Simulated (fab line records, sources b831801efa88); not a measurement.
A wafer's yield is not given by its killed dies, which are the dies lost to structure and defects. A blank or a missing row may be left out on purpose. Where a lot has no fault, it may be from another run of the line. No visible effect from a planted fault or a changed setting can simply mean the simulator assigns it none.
Comparing a struck lot with a sound one	flow sfq line	14 out of 325 route steps
Sound: wafers L691.1, L691.2, L691.4. The struck wafers were L686.1, L686.4, L686.6. Last of all comes the cause.
For every step that has rows: the tool of each side, followed by ch and its chambers, followed by its first start. Under that, the readings that differ: sound wafers	struck wafers	difference of the means	sigmas: that difference in standard deviations of wafers without a fault.
alike: words and numbers the same on both sides, and readings whose means are apart by under 2 such deviations; not compared: readings that were withheld, readings missing a value for some wafer, numbers with overlapping values and no deviation given by the record, and bounds like >300 which may hide the same value.
The two part at a step that has a row with sigmas, a row that says differs or no value, or rows on one side only. Numbers that don't overlap but have no deviation are shown without sigmas and don't part them. Lack of a reading on every wafer of one side parts them only where that side has two or more wafers.

first, 3 steps without rows for these wafers: SFQ_TRILAYER_I5_LITHO_EXPOSE_145 (exposes mask I5, target cd 700 nm); SFQ_TRILAYER_I5_LITHO_PEB_147 (peb time 60 s); SFQ_TRILAYER_I5_LITHO_DEVELOP_146 (time 60 s).
SFQ_I5_OVL_MEAS_936:
  sound on overlay-02, day 68 12:50; struck on overlay-02, day 67 03:14
  alike: I5_OVL
SFQ_TRILAYER_I5_BARC_OPEN_VIA_ETCH_200: etches BARC in O2, target depth 125 nm, time 41.7 s.
  sound on rie diel-04 ch 1,2,3, day 68 12:53; struck on rie diel-04 ch 1,3, day 67 03:17
  alike: drypump motor current A, oes product au
  not compared: rf hours counter h
SFQ_TRILAYER_I5_ETCH_VIA_ETCH_147: etches the open film in CHF3, stops on Nb, target depth 360 nm.
  sound on rie diel-04 ch 1,2,3, day 68 12:55; struck on rie diel-04 ch 1,3, day 67 03:19
  alike: drypump motor current A, oes product au
SFQ_TRILAYER_I5_STRIP_STRIP_148: strips in O2.
  sound on rie metal-01 ch 0,1, day 68 13:04; struck on rie metal-02 ch 0,1, day 67 03:28
  alike: drypump motor current A, oes product au
  not compared: rf hours counter h
then, 5 steps without rows for these wafers: SFQ_TRILAYER_I5_STRIP_SOLV_CLEAN_149 (cleans in NMP, time 600 s); SFQ_TRILAYER_C5_LITHO_COAT_156 (resist thk 62 nm); SFQ_TRILAYER_C5_LITHO_COAT_151 (resist thk 656.7 nm); SFQ_TRILAYER_C5_LITHO_SOFTBAKE_155; SFQ_TRILAYER_C5_LITHO_EXPOSE_152 (exposes mask C5, target cd 500 nm).
-- the record jumps here: 4 days lie between the struck wafers' starts before and after --
SFQ_TRILAYER_C5_LITHO_PEB_154: peb time 60 s.
  struck on litho track-01, day 71 11:02; sound on litho track-01 ch 0, day 72 01:26
  no value came back on the struck wafers for chill plate temp C (C), exhaust pa (Pa), heater power total W (W), plate temp C (C); on the sound wafers chill plate temp C (C) reads 22.95 22.97 23.07
then, 1 step without rows for these wafers: SFQ_TRILAYER_C5_LITHO_DEVELOP_153 (time 60 s).

## WHERE THEY PART
At SFQ_TRILAYER_C5_LITHO_PEB_154 and nowhere else, as far as this record goes.

WHY: what had been put in by the simulator
Step skipped in full: litho track-01, at SFQ_TRILAYER_C5_LITHO_PEB_154, from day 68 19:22 onward. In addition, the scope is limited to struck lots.
